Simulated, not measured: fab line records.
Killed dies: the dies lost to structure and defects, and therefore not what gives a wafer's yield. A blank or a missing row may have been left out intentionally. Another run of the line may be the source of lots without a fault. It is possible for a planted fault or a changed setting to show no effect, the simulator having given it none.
fab line records / flow sky130
[record] lots = 14 wafers = 42 last_day = 50
route steps=708 shown VT_ADJUST_LVTN@115 LDD_LDN@297 LI_CONTACT@363 PAD_OPEN@708
lots untouched by any fault: they come from a run of this same line in which no faults occurred
start_h: start of the lot's first displayed wafer, in hours after the record's first day / wait_h: hours since the lot's step before / " unchanged from the row above / L1.1+2: a row that stands for several wafers / - value missing, or start not given / * or withheld: withheld / < > ~ a bound
route shown NAME@n: names a module that has steps shown in the file, with the first one's number in the route / usual: mean/standard deviation taken from wafers without a fault / same: alike in all rows / chamber/n: place in a boat / sites: per-site readings / _std_site: standard deviation of those values / _edge_site: the outer-site mean with the inner-site mean subtracted / radius_mm: how far each site lies from the wafer's centre / mask NAME#n: copy n / behind: the last tool/chamber to shape the wafer / hold: why the lot went on hold/how many hours it stayed there/how the hold came to an end / device: which transistor (n, p or np) failed to switch / end of line: tests of these same wafers at the route's end / a step with no rows: only its recipe / killed: dies that structure and defects cost at the first sort, which is not the same as the wafer's yield / map: per-die view of a wafer (x killed, . not killed, _ where there is no die)
set.NAME: setting as actually run; set.NAME@STEP: the setting as run at that earlier step / model.NAME: the simulator's own value behind a step, which no gauge read
a sample of lots followed through the steps of the route, with each step as a table and each wafer as a row
services: a tool's chamber out of use, with start hour (start_h, from the record's first day; less than 0 if before it), hours out, and reason
[[steps]]
[step SKY_VT_ADJUST_LVTN_OVL_MEAS_18]
[usual] VT_ADJUST_LVTN_01_OVL = -0.7/1.4
lot.wafer=L421.2 tool=overlay-02 chamber=- start_h=160.33 wait_h=0.1 VT_ADJUST_LVTN_01_OVL[nm]=-1.6
lot.wafer=L421.3 tool=overlay-02 chamber=- start_h=160.33 wait_h=0.1 VT_ADJUST_LVTN_01_OVL[nm]=-1.0
lot.wafer=L421.4 tool=overlay-02 chamber=- start_h=160.33 wait_h=0.1 VT_ADJUST_LVTN_01_OVL[nm]=2.2
lot.wafer=L422.3 tool=overlay-01 chamber=- start_h=163.42 wait_h=0.1 VT_ADJUST_LVTN_01_OVL[nm]=-0.4
lot.wafer=L422.4 tool=overlay-01 chamber=- start_h=163.42 wait_h=0.1 VT_ADJUST_LVTN_01_OVL[nm]=-3.1
lot.wafer=L422.5 tool=overlay-01 chamber=- start_h=163.42 wait_h=0.1 VT_ADJUST_LVTN_01_OVL[nm]=-1.3
lot.wafer=L423.1 tool=overlay-01 chamber=- start_h=171.51 wait_h=0.1 VT_ADJUST_LVTN_01_OVL[nm]=0.5
lot.wafer=L423.2 tool=overlay-01 chamber=- start_h=171.51 wait_h=0.1 VT_ADJUST_LVTN_01_OVL[nm]=0.3
lot.wafer=L423.6 tool=overlay-01 chamber=- start_h=171.51 wait_h=0.1 VT_ADJUST_LVTN_01_OVL[nm]=0.4
lot.wafer=L424.1 tool=overlay-01 chamber=- start_h=174.36 wait_h=0.1 VT_ADJUST_LVTN_01_OVL[nm]=-0.3
lot.wafer=L424.5 tool=overlay-01 chamber=- start_h=174.36 wait_h=0.1 VT_ADJUST_LVTN_01_OVL[nm]=-2.0
lot.wafer=L424.6 tool=overlay-01 chamber=- start_h=174.36 wait_h=0.1 VT_ADJUST_LVTN_01_OVL[nm]=-1.6
lot.wafer=L425.1 tool=overlay-02 chamber=- start_h=180.92 wait_h=0.1 VT_ADJUST_LVTN_01_OVL[nm]=-1.1
lot.wafer=L425.2 tool=overlay-02 chamber=- start_h=180.92 wait_h=0.1 VT_ADJUST_LVTN_01_OVL[nm]=-2.2
lot.wafer=L425.3 tool=overlay-02 chamber=- start_h=180.92 wait_h=0.1 VT_ADJUST_LVTN_01_OVL[nm]=-0.6
lot.wafer=L429.2 tool=overlay-02 chamber=- start_h=218.92 wait_h=0.1 VT_ADJUST_LVTN_01_OVL[nm]=-1.3
lot.wafer=L429.5 tool=overlay-02 chamber=- start_h=218.92 wait_h=0.1 VT_ADJUST_LVTN_01_OVL[nm]=-0.4
lot.wafer=L429.6 tool=overlay-02 chamber=- start_h=218.92 wait_h=0.1 VT_ADJUST_LVTN_01_OVL[nm]=-0.8
lot.wafer=L431.1 tool=overlay-01 chamber=- start_h=227.96 wait_h=0.1 VT_ADJUST_LVTN_01_OVL[nm]=0.1
lot.wafer=L431.3 tool=overlay-01 chamber=- start_h=227.96 wait_h=0.1 VT_ADJUST_LVTN_01_OVL[nm]=1.8
lot.wafer=L431.6 tool=overlay-01 chamber=- start_h=227.96 wait_h=0.1 VT_ADJUST_LVTN_01_OVL[nm]=0.9
lot.wafer=L430.1 tool=overlay-02 chamber=- start_h=228.51 wait_h=0.1 VT_ADJUST_LVTN_01_OVL[nm]=0.5
lot.wafer=L430.3 tool=overlay-02 chamber=- start_h=228.51 wait_h=0.1 VT_ADJUST_LVTN_01_OVL[nm]=-2.3
lot.wafer=L430.6 tool=overlay-02 chamber=- start_h=228.51 wait_h=0.1 VT_ADJUST_LVTN_01_OVL[nm]=-1.4
lot.wafer=L432.4 tool=overlay-01 chamber=- start_h=241.59 wait_h=0.1 VT_ADJUST_LVTN_01_OVL[nm]=-2.1
lot.wafer=L432.5 tool=overlay-01 chamber=- start_h=241.59 wait_h=0.1 VT_ADJUST_LVTN_01_OVL[nm]=-1.1
lot.wafer=L432.6 tool=overlay-01 chamber=- start_h=241.59 wait_h=0.1 VT_ADJUST_LVTN_01_OVL[nm]=-1.2
lot.wafer=L439.3 tool=overlay-02 chamber=- start_h=293.07 wait_h=0.1 VT_ADJUST_LVTN_01_OVL[nm]=-0.5
lot.wafer=L439.4 tool=overlay-02 chamber=- start_h=293.07 wait_h=0.1 VT_ADJUST_LVTN_01_OVL[nm]=-0.2
lot.wafer=L439.5 tool=overlay-02 chamber=- start_h=293.07 wait_h=0.1 VT_ADJUST_LVTN_01_OVL[nm]=-0.9
lot.wafer=L437.1 tool=overlay-02 chamber=- start_h=294.16 wait_h=0.1 VT_ADJUST_LVTN_01_OVL[nm]=-2.9
lot.wafer=L437.5 tool=overlay-02 chamber=- start_h=294.16 wait_h=0.1 VT_ADJUST_LVTN_01_OVL[nm]=-1.3
lot.wafer=L437.6 tool=overlay-02 chamber=- start_h=294.16 wait_h=0.1 VT_ADJUST_LVTN_01_OVL[nm]=-3.1
lot.wafer=L438.1 tool=overlay-01 chamber=- start_h=294.31 wait_h=0.1 VT_ADJUST_LVTN_01_OVL[nm]=-1.8
lot.wafer=L438.3 tool=overlay-01 chamber=- start_h=294.31 wait_h=0.1 VT_ADJUST_LVTN_01_OVL[nm]=-2.6
lot.wafer=L438.5 tool=overlay-01 chamber=- start_h=294.31 wait_h=0.1 VT_ADJUST_LVTN_01_OVL[nm]=-1.1
lot.wafer=L443.1 tool=overlay-02 chamber=- start_h=323.06 wait_h=0.1 VT_ADJUST_LVTN_01_OVL[nm]=-0.2
lot.wafer=L443.3 tool=overlay-02 chamber=- start_h=323.06 wait_h=0.1 VT_ADJUST_LVTN_01_OVL[nm]=-0.3
lot.wafer=L443.5 tool=overlay-02 chamber=- start_h=323.06 wait_h=0.1 VT_ADJUST_LVTN_01_OVL[nm]=0.7
lot.wafer=L444.1 tool=overlay-01 chamber=- start_h=323.36 wait_h=0.1 VT_ADJUST_LVTN_01_OVL[nm]=-0.9
lot.wafer=L444.2 tool=overlay-01 chamber=- start_h=323.36 wait_h=0.1 VT_ADJUST_LVTN_01_OVL[nm]=-0.8
lot.wafer=L444.3 tool=overlay-01 chamber=- start_h=323.36 wait_h=0.1 VT_ADJUST_LVTN_01_OVL[nm]=-4.5
[step SKY_VT_ADJUST_LVTN_TW_MEAS_21]
[usual] VT_ADJUST_LVTN_2_TW = 188.2/0.87
lot.wafer=L421.2 tool=film_metro-02 chamber=- start_h=160.62 wait_h=0.1 VT_ADJUST_LVTN_2_TW=187.5
lot.wafer=L421.3 tool=film_metro-02 chamber=- start_h=160.62 wait_h=0.1 VT_ADJUST_LVTN_2_TW=187.8
lot.wafer=L421.4 tool=film_metro-02 chamber=- start_h=160.62 wait_h=0.1 VT_ADJUST_LVTN_2_TW=188.0
lot.wafer=L422.3 tool=film_metro-04 chamber=- start_h=163.72 wait_h=0.1 VT_ADJUST_LVTN_2_TW=189.6
lot.wafer=L422.4 tool=film_metro-04 chamber=- start_h=163.72 wait_h=0.1 VT_ADJUST_LVTN_2_TW=189.1
lot.wafer=L422.5 tool=film_metro-04 chamber=- start_h=163.72 wait_h=0.1 VT_ADJUST_LVTN_2_TW=188.5
lot.wafer=L423.1 tool=film_metro-02 chamber=- start_h=171.80 wait_h=0.1 VT_ADJUST_LVTN_2_TW=188.4
lot.wafer=L423.2 tool=film_metro-02 chamber=- start_h=171.80 wait_h=0.1 VT_ADJUST_LVTN_2_TW=188.9
lot.wafer=L423.6 tool=film_metro-02 chamber=- start_h=171.80 wait_h=0.1 VT_ADJUST_LVTN_2_TW=187.7
lot.wafer=L424.1 tool=film_metro-01 chamber=- start_h=174.65 wait_h=0.1 VT_ADJUST_LVTN_2_TW=188.1
lot.wafer=L424.5 tool=film_metro-01 chamber=- start_h=174.65 wait_h=0.1 VT_ADJUST_LVTN_2_TW=188.6
lot.wafer=L424.6 tool=film_metro-01 chamber=- start_h=174.65 wait_h=0.1 VT_ADJUST_LVTN_2_TW=187.7
lot.wafer=L425.1 tool=film_metro-04 chamber=- start_h=181.21 wait_h=0.1 VT_ADJUST_LVTN_2_TW=189.3
lot.wafer=L425.2 tool=film_metro-04 chamber=- start_h=181.21 wait_h=0.1 VT_ADJUST_LVTN_2_TW=189.5
lot.wafer=L425.3 tool=film_metro-04 chamber=- start_h=181.21 wait_h=0.1 VT_ADJUST_LVTN_2_TW=189.3
lot.wafer=L429.2 tool=film_metro-02 chamber=- start_h=219.21 wait_h=0.1 VT_ADJUST_LVTN_2_TW=187.6
lot.wafer=L429.5 tool=film_metro-02 chamber=- start_h=219.21 wait_h=0.1 VT_ADJUST_LVTN_2_TW=187.6
lot.wafer=L429.6 tool=film_metro-02 chamber=- start_h=219.21 wait_h=0.1 VT_ADJUST_LVTN_2_TW=187.4
lot.wafer=L431.1 tool=film_metro-02 chamber=- start_h=228.25 wait_h=0.1 VT_ADJUST_LVTN_2_TW=187.3
lot.wafer=L431.3 tool=film_metro-02 chamber=- start_h=228.25 wait_h=0.1 VT_ADJUST_LVTN_2_TW=187.6
lot.wafer=L431.6 tool=film_metro-02 chamber=- start_h=228.25 wait_h=0.1 VT_ADJUST_LVTN_2_TW=187.4
lot.wafer=L430.1 tool=film_metro-02 chamber=- start_h=228.80 wait_h=0.1 VT_ADJUST_LVTN_2_TW=187.4
lot.wafer=L430.3 tool=film_metro-02 chamber=- start_h=228.80 wait_h=0.1 VT_ADJUST_LVTN_2_TW=188.2
lot.wafer=L430.6 tool=film_metro-02 chamber=- start_h=228.80 wait_h=0.1 VT_ADJUST_LVTN_2_TW=187.3
lot.wafer=L432.4 tool=film_metro-01 chamber=- start_h=241.89 wait_h=0.1 VT_ADJUST_LVTN_2_TW=187.5
lot.wafer=L432.5 tool=film_metro-01 chamber=- start_h=241.89 wait_h=0.1 VT_ADJUST_LVTN_2_TW=187.7
lot.wafer=L432.6 tool=film_metro-01 chamber=- start_h=241.89 wait_h=0.1 VT_ADJUST_LVTN_2_TW=187.1
lot.wafer=L439.3 tool=film_metro-01 chamber=- start_h=293.43 wait_h=0.1 VT_ADJUST_LVTN_2_TW=188.0
lot.wafer=L439.4 tool=film_metro-01 chamber=- start_h=293.43 wait_h=0.1 VT_ADJUST_LVTN_2_TW=189.0
lot.wafer=L439.5 tool=film_metro-01 chamber=- start_h=293.43 wait_h=0.1 VT_ADJUST_LVTN_2_TW=188.1
lot.wafer=L437.1 tool=film_metro-04 chamber=- start_h=294.45 wait_h=0.1 VT_ADJUST_LVTN_2_TW=189.6
lot.wafer=L437.5 tool=film_metro-04 chamber=- start_h=294.45 wait_h=0.1 VT_ADJUST_LVTN_2_TW=189.8
lot.wafer=L437.6 tool=film_metro-04 chamber=- start_h=294.45 wait_h=0.1 VT_ADJUST_LVTN_2_TW=189.1
lot.wafer=L438.1 tool=film_metro-01 chamber=- start_h=294.60 wait_h=0.1 VT_ADJUST_LVTN_2_TW=188.8
lot.wafer=L438.3 tool=film_metro-01 chamber=- start_h=294.60 wait_h=0.1 VT_ADJUST_LVTN_2_TW=188.5
lot.wafer=L438.5 tool=film_metro-01 chamber=- start_h=294.60 wait_h=0.1 VT_ADJUST_LVTN_2_TW=189.8
lot.wafer=L443.1 tool=film_metro-01 chamber=- start_h=323.35 wait_h=0.1 VT_ADJUST_LVTN_2_TW=187.0
lot.wafer=L443.3 tool=film_metro-01 chamber=- start_h=323.35 wait_h=0.1 VT_ADJUST_LVTN_2_TW=187.7
lot.wafer=L443.5 tool=film_metro-01 chamber=- start_h=323.35 wait_h=0.1 VT_ADJUST_LVTN_2_TW=187.3
lot.wafer=L444.1 tool=film_metro-02 chamber=- start_h=323.65 wait_h=0.1 VT_ADJUST_LVTN_2_TW=188.8
lot.wafer=L444.2 tool=film_metro-02 chamber=- start_h=323.65 wait_h=0.1 VT_ADJUST_LVTN_2_TW=188.4
lot.wafer=L444.3 tool=film_metro-02 chamber=- start_h=323.65 wait_h=0.1 VT_ADJUST_LVTN_2_TW=188.7
[step SKY_LDD_LDN_IMPLANT_08]
[recipe] species = As energy_kev = 15 dose_cm2 = 1.25e+13 tilt_deg = withheld rotation_deg = 23
[usual] dose_ions_cm2 = 1.2499e+13/1.1e+10 faraday_current_uA = 70.6/1.4 rotation_deg = 22.999/0.021
lot.wafer=L421.2 tool=implanter-01 chamber=0 start_h=518.62 wait_h=0.0 dose_ions_cm2=1.2514e+13 faraday_current_uA=68.3 rotation_deg=22.991
lot.wafer=L421.3 tool=implanter-01 chamber=0 start_h=518.62 wait_h=0.0 dose_ions_cm2=1.2495e+13 faraday_current_uA=69.0 rotation_deg=22.975
lot.wafer=L421.4 tool=implanter-01 chamber=0 start_h=518.62 wait_h=0.0 dose_ions_cm2=1.2513e+13 faraday_current_uA=67.5 rotation_deg=22.989
lot.wafer=L422.3 tool=implanter-01 chamber=0 start_h=526.15 wait_h=0.1 dose_ions_cm2=1.2479e+13 faraday_current_uA=71.4 rotation_deg=22.981
lot.wafer=L422.4 tool=implanter-01 chamber=0 start_h=526.15 wait_h=0.1 dose_ions_cm2=1.2478e+13 faraday_current_uA=72.2 rotation_deg=22.977
lot.wafer=L422.5 tool=implanter-01 chamber=0 start_h=526.15 wait_h=0.1 dose_ions_cm2=1.2489e+13 faraday_current_uA=71.7 rotation_deg=23.024
lot.wafer=L423.1 tool=implanter-04 chamber=0 start_h=536.69 wait_h=0.0 dose_ions_cm2=1.25e+13 faraday_current_uA=69.0 rotation_deg=22.988
lot.wafer=L423.2 tool=implanter-04 chamber=0 start_h=536.69 wait_h=0.0 dose_ions_cm2=1.2493e+13 faraday_current_uA=70.6 rotation_deg=22.976
lot.wafer=L423.6 tool=implanter-04 chamber=0 start_h=536.69 wait_h=0.0 dose_ions_cm2=1.2486e+13 faraday_current_uA=70.7 rotation_deg=23.021
lot.wafer=L424.1 tool=implanter-01 chamber=0 start_h=541.28 wait_h=0.0 dose_ions_cm2=1.2509e+13 faraday_current_uA=71.6 rotation_deg=23.002
lot.wafer=L424.5 tool=implanter-01 chamber=0 start_h=541.28 wait_h=0.0 dose_ions_cm2=1.2496e+13 faraday_current_uA=69.7 rotation_deg=23.013
lot.wafer=L424.6 tool=implanter-01 chamber=0 start_h=541.28 wait_h=0.0 dose_ions_cm2=1.2512e+13 faraday_current_uA=68.9 rotation_deg=23.017
lot.wafer=L425.1 tool=implanter-04 chamber=0 start_h=547.84 wait_h=0.0 dose_ions_cm2=1.249e+13 faraday_current_uA=69.1 rotation_deg=22.980
lot.wafer=L425.2 tool=implanter-04 chamber=0 start_h=547.84 wait_h=0.0 dose_ions_cm2=1.2497e+13 faraday_current_uA=69.7 rotation_deg=22.970
lot.wafer=L425.3 tool=implanter-04 chamber=0 start_h=547.84 wait_h=0.0 dose_ions_cm2=1.2502e+13 faraday_current_uA=72.9 rotation_deg=22.972
lot.wafer=L429.2 tool=implanter-03 chamber=0 start_h=603.87 wait_h=0.0 dose_ions_cm2=1.2491e+13 faraday_current_uA=70.5 rotation_deg=23.027
lot.wafer=L429.5 tool=implanter-03 chamber=0 start_h=603.87 wait_h=0.0 dose_ions_cm2=1.2504e+13 faraday_current_uA=69.2 rotation_deg=22.983
lot.wafer=L429.6 tool=implanter-03 chamber=0 start_h=603.87 wait_h=0.0 dose_ions_cm2=1.2487e+13 faraday_current_uA=70.5 rotation_deg=22.996
lot.wafer=L431.1 tool=implanter-01 chamber=0 start_h=610.85 wait_h=0.0 dose_ions_cm2=1.2498e+13 faraday_current_uA=69.6 rotation_deg=22.994
lot.wafer=L431.3 tool=implanter-01 chamber=0 start_h=610.85 wait_h=0.0 dose_ions_cm2=1.2494e+13 faraday_current_uA=70.8 rotation_deg=23.013
lot.wafer=L431.6 tool=implanter-01 chamber=0 start_h=610.85 wait_h=0.0 dose_ions_cm2=1.2515e+13 faraday_current_uA=71.3 rotation_deg=23.016
lot.wafer=L430.1 tool=implanter-01 chamber=0 start_h=612.84 wait_h=0.0 dose_ions_cm2=1.2502e+13 faraday_current_uA=69.9 rotation_deg=23.006
lot.wafer=L430.3 tool=implanter-01 chamber=0 start_h=612.84 wait_h=0.0 dose_ions_cm2=1.2479e+13 faraday_current_uA=72.9 rotation_deg=23.037
lot.wafer=L430.6 tool=implanter-01 chamber=0 start_h=612.84 wait_h=0.0 dose_ions_cm2=1.249e+13 faraday_current_uA=70.1 rotation_deg=23.027
lot.wafer=L432.4 tool=implanter-01 chamber=0 start_h=632.27 wait_h=0.1 dose_ions_cm2=1.2499e+13 faraday_current_uA=69.5 rotation_deg=23.012
lot.wafer=L432.5 tool=implanter-01 chamber=0 start_h=632.27 wait_h=0.1 dose_ions_cm2=1.2502e+13 faraday_current_uA=70.2 rotation_deg=22.998
lot.wafer=L432.6 tool=implanter-01 chamber=0 start_h=632.27 wait_h=0.1 dose_ions_cm2=1.2508e+13 faraday_current_uA=70.0 rotation_deg=23.003
lot.wafer=L439.3 tool=implanter-04 chamber=0 start_h=691.75 wait_h=0.1 dose_ions_cm2=1.1639e+13 faraday_current_uA=64.1 rotation_deg=23.007
lot.wafer=L439.4 tool=implanter-04 chamber=0 start_h=691.75 wait_h=0.1 dose_ions_cm2=1.1644e+13 faraday_current_uA=67.9 rotation_deg=23.034
lot.wafer=L439.5 tool=implanter-04 chamber=0 start_h=691.75 wait_h=0.1 dose_ions_cm2=1.1665e+13 faraday_current_uA=66.3 rotation_deg=23.020
lot.wafer=L437.1 tool=implanter-04 chamber=0 start_h=693.28 wait_h=0.0 dose_ions_cm2=1.1629e+13 faraday_current_uA=67.4 rotation_deg=22.985
lot.wafer=L437.5 tool=implanter-04 chamber=0 start_h=693.28 wait_h=0.0 dose_ions_cm2=1.1621e+13 faraday_current_uA=64.9 rotation_deg=23.023
lot.wafer=L437.6 tool=implanter-04 chamber=0 start_h=693.28 wait_h=0.0 dose_ions_cm2=1.1637e+13 faraday_current_uA=66.4 rotation_deg=22.979
lot.wafer=L438.1 tool=implanter-01 chamber=0 start_h=693.58 wait_h=0.0 dose_ions_cm2=1.2513e+13 faraday_current_uA=69.9 rotation_deg=23.060
lot.wafer=L438.3 tool=implanter-01 chamber=0 start_h=693.58 wait_h=0.0 dose_ions_cm2=1.2495e+13 faraday_current_uA=69.2 rotation_deg=23.024
lot.wafer=L438.5 tool=implanter-01 chamber=0 start_h=693.58 wait_h=0.0 dose_ions_cm2=1.2521e+13 faraday_current_uA=72.2 rotation_deg=23.000
lot.wafer=L443.1 tool=implanter-01 chamber=0 start_h=720.73 wait_h=0.0 dose_ions_cm2=1.2513e+13 faraday_current_uA=68.0 rotation_deg=23.003
lot.wafer=L443.3 tool=implanter-01 chamber=0 start_h=720.73 wait_h=0.0 dose_ions_cm2=1.2493e+13 faraday_current_uA=72.2 rotation_deg=22.976
lot.wafer=L443.5 tool=implanter-01 chamber=0 start_h=720.73 wait_h=0.0 dose_ions_cm2=1.2501e+13 faraday_current_uA=70.3 rotation_deg=22.986
lot.wafer=L444.1 tool=implanter-03 chamber=0 start_h=729.38 wait_h=0.0 dose_ions_cm2=1.2532e+13 faraday_current_uA=68.1 rotation_deg=23.017
lot.wafer=L444.2 tool=implanter-03 chamber=0 start_h=729.38 wait_h=0.0 dose_ions_cm2=1.2513e+13 faraday_current_uA=71.4 rotation_deg=22.984
lot.wafer=L444.3 tool=implanter-03 chamber=0 start_h=729.38 wait_h=0.0 dose_ions_cm2=1.2518e+13 faraday_current_uA=71.2 rotation_deg=23.012
[step SKY_LI_CONTACT_THK_MEAS_01]
[recipe] reads = PSG_of_LI_CONTACT_HDPCVD_00
[usual] LI_CONTACT_HDPCVD_THK = 931/8.6
lot.wafer=L421.2 tool=film_metro-04 chamber=- start_h=641.45 wait_h=0.1 LI_CONTACT_HDPCVD_THK[nm]=939
lot.wafer=L421.3 tool=film_metro-04 chamber=- start_h=641.45 wait_h=0.1 LI_CONTACT_HDPCVD_THK[nm]=925
lot.wafer=L421.4 tool=film_metro-04 chamber=- start_h=641.45 wait_h=0.1 LI_CONTACT_HDPCVD_THK[nm]=941
lot.wafer=L422.3 tool=film_metro-03 chamber=- start_h=649.85 wait_h=0.1 LI_CONTACT_HDPCVD_THK[nm]=918
lot.wafer=L422.4 tool=film_metro-03 chamber=- start_h=649.85 wait_h=0.1 LI_CONTACT_HDPCVD_THK[nm]=916
lot.wafer=L422.5 tool=film_metro-03 chamber=- start_h=649.85 wait_h=0.1 LI_CONTACT_HDPCVD_THK[nm]=920
lot.wafer=L423.1 tool=film_metro-04 chamber=- start_h=658.57 wait_h=0.1 LI_CONTACT_HDPCVD_THK[nm]=931
lot.wafer=L423.2 tool=film_metro-04 chamber=- start_h=658.57 wait_h=0.1 LI_CONTACT_HDPCVD_THK[nm]=938
lot.wafer=L423.6 tool=film_metro-04 chamber=- start_h=658.57 wait_h=0.1 LI_CONTACT_HDPCVD_THK[nm]=933
lot.wafer=L424.1 tool=film_metro-02 chamber=- start_h=662.93 wait_h=0.1 LI_CONTACT_HDPCVD_THK[nm]=922
lot.wafer=L424.5 tool=film_metro-02 chamber=- start_h=662.93 wait_h=0.1 LI_CONTACT_HDPCVD_THK[nm]=928
lot.wafer=L424.6 tool=film_metro-02 chamber=- start_h=662.93 wait_h=0.1 LI_CONTACT_HDPCVD_THK[nm]=917
lot.wafer=L425.1 tool=film_metro-04 chamber=- start_h=669.47 wait_h=0.1 LI_CONTACT_HDPCVD_THK[nm]=932
lot.wafer=L425.2 tool=film_metro-04 chamber=- start_h=669.47 wait_h=0.1 LI_CONTACT_HDPCVD_THK[nm]=923
lot.wafer=L425.3 tool=film_metro-04 chamber=- start_h=669.47 wait_h=0.1 LI_CONTACT_HDPCVD_THK[nm]=929
lot.wafer=L429.2 tool=film_metro-03 chamber=- start_h=721.54 wait_h=0.1 LI_CONTACT_HDPCVD_THK[nm]=934
lot.wafer=L429.5 tool=film_metro-03 chamber=- start_h=721.54 wait_h=0.1 LI_CONTACT_HDPCVD_THK[nm]=936
lot.wafer=L429.6 tool=film_metro-03 chamber=- start_h=721.54 wait_h=0.1 LI_CONTACT_HDPCVD_THK[nm]=945
lot.wafer=L431.1 tool=film_metro-03 chamber=- start_h=727.27 wait_h=0.1 LI_CONTACT_HDPCVD_THK[nm]=943
lot.wafer=L431.3 tool=film_metro-03 chamber=- start_h=727.27 wait_h=0.1 LI_CONTACT_HDPCVD_THK[nm]=936
lot.wafer=L431.6 tool=film_metro-03 chamber=- start_h=727.27 wait_h=0.1 LI_CONTACT_HDPCVD_THK[nm]=934
lot.wafer=L430.1 tool=film_metro-03 chamber=- start_h=730.13 wait_h=0.1 LI_CONTACT_HDPCVD_THK[nm]=908
lot.wafer=L430.3 tool=film_metro-03 chamber=- start_h=730.13 wait_h=0.1 LI_CONTACT_HDPCVD_THK[nm]=928
lot.wafer=L430.6 tool=film_metro-03 chamber=- start_h=730.13 wait_h=0.1 LI_CONTACT_HDPCVD_THK[nm]=914
lot.wafer=L432.4 tool=film_metro-02 chamber=- start_h=748.61 wait_h=0.0 LI_CONTACT_HDPCVD_THK[nm]=936
lot.wafer=L432.5 tool=film_metro-02 chamber=- start_h=748.61 wait_h=0.0 LI_CONTACT_HDPCVD_THK[nm]=930
lot.wafer=L432.6 tool=film_metro-02 chamber=- start_h=748.61 wait_h=0.0 LI_CONTACT_HDPCVD_THK[nm]=933
lot.wafer=L439.3 tool=film_metro-04 chamber=- start_h=805.01 wait_h=0.1 LI_CONTACT_HDPCVD_THK[nm]=932
lot.wafer=L439.4 tool=film_metro-04 chamber=- start_h=805.01 wait_h=0.1 LI_CONTACT_HDPCVD_THK[nm]=941
lot.wafer=L439.5 tool=film_metro-04 chamber=- start_h=805.01 wait_h=0.1 LI_CONTACT_HDPCVD_THK[nm]=923
lot.wafer=L438.1 tool=film_metro-04 chamber=- start_h=805.37 wait_h=0.1 LI_CONTACT_HDPCVD_THK[nm]=934
lot.wafer=L438.3 tool=film_metro-04 chamber=- start_h=805.37 wait_h=0.1 LI_CONTACT_HDPCVD_THK[nm]=950
lot.wafer=L438.5 tool=film_metro-04 chamber=- start_h=805.37 wait_h=0.1 LI_CONTACT_HDPCVD_THK[nm]=942
lot.wafer=L437.1 tool=film_metro-02 chamber=- start_h=806.03 wait_h=0.1 LI_CONTACT_HDPCVD_THK[nm]=926
lot.wafer=L437.5 tool=film_metro-02 chamber=- start_h=806.03 wait_h=0.1 LI_CONTACT_HDPCVD_THK[nm]=929
lot.wafer=L437.6 tool=film_metro-02 chamber=- start_h=806.03 wait_h=0.1 LI_CONTACT_HDPCVD_THK[nm]=934
lot.wafer=L443.1 tool=film_metro-03 chamber=- start_h=831.38 wait_h=0.1 LI_CONTACT_HDPCVD_THK[nm]=925
lot.wafer=L443.3 tool=film_metro-03 chamber=- start_h=831.38 wait_h=0.1 LI_CONTACT_HDPCVD_THK[nm]=930
lot.wafer=L443.5 tool=film_metro-03 chamber=- start_h=831.38 wait_h=0.1 LI_CONTACT_HDPCVD_THK[nm]=935
lot.wafer=L444.1 tool=film_metro-03 chamber=- start_h=852.17 wait_h=0.1 LI_CONTACT_HDPCVD_THK[nm]=925
lot.wafer=L444.2 tool=film_metro-03 chamber=- start_h=852.17 wait_h=0.1 LI_CONTACT_HDPCVD_THK[nm]=924
lot.wafer=L444.3 tool=film_metro-03 chamber=- start_h=852.17 wait_h=0.1 LI_CONTACT_HDPCVD_THK[nm]=925
[step SKY_PAD_OPEN_PROBE_99]
[usual] killed_at_M0_to_M3 = 44/7.2 killed_at_M4_up = 3.0/1.8 killed_at_contacts = 24/5.4 killed_at_front_end = 14/4.4 killed_at_other = 0.4/0.64 killed_dies = 86/9.4 killed_open = 47/7.7 killed_short = 39/5.8
[same] gross_dies = 492 killed_at_back_side = 0
lot.wafer=L439.3 tool=prober-02 chamber=- start_h=1185.34 wait_h=0.2 killed_at_M0_to_M3=46 killed_at_M4_up=5 killed_at_contacts=25 killed_at_front_end=14 killed_at_other=0 killed_dies=90 killed_open=50 killed_short=40
lot.wafer=L439.4 tool=prober-02 chamber=- start_h=1185.39 wait_h=0.2 killed_at_M0_to_M3=41 killed_at_M4_up=5 killed_at_contacts=26 killed_at_front_end=19 killed_at_other=1 killed_dies=92 killed_open=48 killed_short=44
lot.wafer=L439.5 tool=prober-02 chamber=- start_h=1185.44 wait_h=0.2 killed_at_M0_to_M3=35 killed_at_M4_up=4 killed_at_contacts=35 killed_at_front_end=13 killed_at_other=0 killed_dies=87 killed_open=45 killed_short=42
// killed by level:class
L439.3 LI_CONTACT:geometric_particle:open=13 VIA2:geometric_particle:open=8 VIA1:geometric_particle:open=8 CONTACT:geometric_particle:open=6 POLY_GATE:geometric_particle:open=5 METAL1:geometric_particle:short=5 METAL2:geometric_particle:short=5 VIA3:geometric_particle:short=5
L439.4 VIA2:geometric_particle:open=8 LI_CONTACT:geometric_particle:open=8 VIA3:geometric_particle:open=8 POLY_GATE:geometric_particle:short=7 CONTACT:geometric_particle:open=6 VIA1:geometric_particle:open=6 METAL1:geometric_particle:short=5 METAL4:geometric_particle:short=5
L439.5 CONTACT:geometric_particle:open=16 VIA1:geometric_particle:open=12 LI_CONTACT:geometric_particle:open=8 FIELD_ISO:geometric_particle:short=7 METAL2:geometric_particle:short=7 LI_CONTACT:geometric_particle:short=5 LOCAL_INTERCONNECT:geometric_particle:short=5 VIA1:geometric_particle:short=4
[[services]]
tool=implanter-04 chamber=- start_h=495.56 hours=18.3 kind=pm
tool=implanter-03 chamber=- start_h=525.74 hours=0.8 kind=repair
tool=implanter-04 chamber=- start_h=558.59 hours=3.3 kind=pm
tool=implanter-03 chamber=- start_h=587.21 hours=2.6 kind=repair
tool=implanter-03 chamber=- start_h=640.39 hours=2.4 kind=repair
tool=implanter-04 chamber=- start_h=643.70 hours=1.0 kind=repair
tool=implanter-03 chamber=- start_h=649.84 hours=1.5 kind=repair
tool=implanter-03 chamber=- start_h=668.44 hours=4.0 kind=repair
tool=implanter-01 chamber=- start_h=677.95 hours=6.5 kind=pm
tool=implanter-04 chamber=- start_h=705.13 hours=3.1 kind=repair
[[key]]
[first_sign] step = SKY_LDD_LDN_IMPLANT_08 reading = dose_ions_cm2 direction = down sigmas = 75 usual = * struck = *
[effect] step = SKY_LDD_LDN_IMPLANT_08 reading = faraday_current_uA direction = down sigmas = 3.2 usual = 70.6 struck = 66.2
met_at SKY_LDD_LDN_IMPLANT_08
struck_lots L437,L439
tester_left_out L437,L439
not_acting_at SKY_VT_ADJUST_LVTN_OVL_MEAS_18,SKY_VT_ADJUST_LVTN_TW_MEAS_21,SKY_LI_CONTACT_THK_MEAS_01
onset_between 547.84 691.75
[fault] kind = process_parameter_drift tool = implanter-04 chamber = - onset_h = 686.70 steps = SKY_LDD_LDN_IMPLANT_08 channel = dose_cm2 offset = * shape = step end_h = 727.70 acts_in = * stated = *
// tester_left_out: of these lots the tester's yield and bins aren't shown, on N5 and GAA mostly nor the transistor test; their killed dies are dies lost to structure and defects alone, not to doping, threshold or leakage, so they don't give the yield
